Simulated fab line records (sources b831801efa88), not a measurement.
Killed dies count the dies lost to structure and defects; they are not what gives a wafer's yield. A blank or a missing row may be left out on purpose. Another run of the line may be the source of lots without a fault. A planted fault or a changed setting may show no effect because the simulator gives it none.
Lot-split experiment | flow gf180mcu | 5 lots, 23 wafers read, on a route of 602 steps

== THE SPLIT ITSELF ==
At GF_HV_LDD_DEVELOP_45 (develop time 60 s), the setting develop_time_s was moved away from the recipe's 60 s on 11 of the 23 wafers read, by +7.5% to +11.4%. The other wafers ran this setting at the recipe's value.

The file shows no step between the split and the reading.

== THE READING ==
cd_nm at GF_HV_LDD_CD_MEAS_46, given in nm (cd target 400 nm). A value of 399.3 nm with a standard deviation of 2.1 nm is what fault-free wafers of this fab line usually give.

wafer  | tool, chamber at the split | develop_time_s as run, s | against the recipe | cd_nm, nm | against lot-mates on the recipe
L076.3 | litho_track-01, 0          | 60                       | recipe             | 400.9     | -
L076.4 | litho_track-01, 0          | 60                       | recipe             | 401.4     | -
L076.5 | litho_track-01, 0          | 60                       | recipe             | 400.8     | -
L078.1 | litho_track-01, 0          | 60                       | recipe             | 399.7     | -
L078.2 | litho_track-01, 0          | 66.82                    | +11.4%             | 407.8     | +9.5
L078.4 | litho_track-01, 0          | 60                       | recipe             | 396.8     | -
L078.5 | litho_track-01, 0          | 60                       | recipe             | 398.4     | -
L078.6 | litho_track-01, 0          | 66.82                    | +11.4%             | 408.2     | +9.9
L079.1 | litho_track-04, 0          | 64.8                     | +8.0%              | 409.9     | +6.4
L079.2 | litho_track-04, 0          | 60                       | recipe             | 404.2     | -
L079.3 | litho_track-04, 0          | 64.8                     | +8.0%              | 407.9     | +4.4
L079.5 | litho_track-04, 0          | 60                       | recipe             | 402.9     | -
L079.6 | litho_track-04, 0          | 64.8                     | +8.0%              | 406.5     | +3.0
L082.1 | litho_track-04, 0          | 65.76                    | +9.6%              | 408.0     | +10.5
L082.2 | litho_track-04, 0          | 60                       | recipe             | 397.7     | -
L082.3 | litho_track-04, 0          | 60                       | recipe             | 397.3     | -
L082.5 | litho_track-04, 0          | 65.76                    | +9.6%              | 407.0     | +9.5
L082.6 | litho_track-04, 0          | 65.76                    | +9.6%              | 408.1     | +10.6
L083.1 | litho_track-03, 0          | 64.5                     | +7.5%              | 403.3     | +6.9
L083.2 | litho_track-03, 0          | 64.5                     | +7.5%              | 402.1     | +5.8
L083.3 | litho_track-03, 0          | 60                       | recipe             | 397.0     | -
L083.4 | litho_track-03, 0          | 64.5                     | +7.5%              | 401.3     | +4.9
L083.5 | litho_track-03, 0          | 60                       | recipe             | 395.7     | -

FIT RESULTS
A straight line over all 23 wafers: cd_nm changes by +0.796 nm for each +1% of develop_time_s; r = +0.83; the points scatter about the line by 2.5 nm.
The same after taking each lot's own level away (the mean of its wafers on the recipe; 23 wafers): +0.857 nm for each +1%; r = +0.94; scatter 1.4 nm.
Per that fit: largest develop_time_s move, reading shift of 9.7 nm.
The lots' own levels span 396.35 to 403.55 nm, that is 3.4 times the standard deviation above.
So the lot-to-lot level changes the slope little: the two slopes agree.
Check: with one of the wafers moved furthest among these (+11.4%) left out of the fit, the line predicts +9.64 nm for it against its lot-mates. It came out at +9.5 nm against them.

== THE OTHER SPLITS THESE WAFERS WENT THROUGH ==
Note: prior to the reading, these wafers also went through further splits. Each is held against what the fit with the lots' levels taken away leaves over:
other split on the same wafers      | wafers away from the commonest value | r with cd_nm (lot level and that fit taken away)
GF_POLY_GATE_PEB_08 peb_time_s      | 9                                    | +0.15
GF_HV_LDD_IMPLANT_09 dose_cm2       | 4                                    | -0.09
GF_HV_LDD_DEVELOP_18 develop_time_s | 11                                   | -0.20
GF_HV_LDD_IMPLANT_21 dose_cm2       | 7                                    | +0.02

== THE FILE'S OWN FIT ==
cd_nm changes by +0.845 nm for each +1% of develop_time_s, r = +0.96.
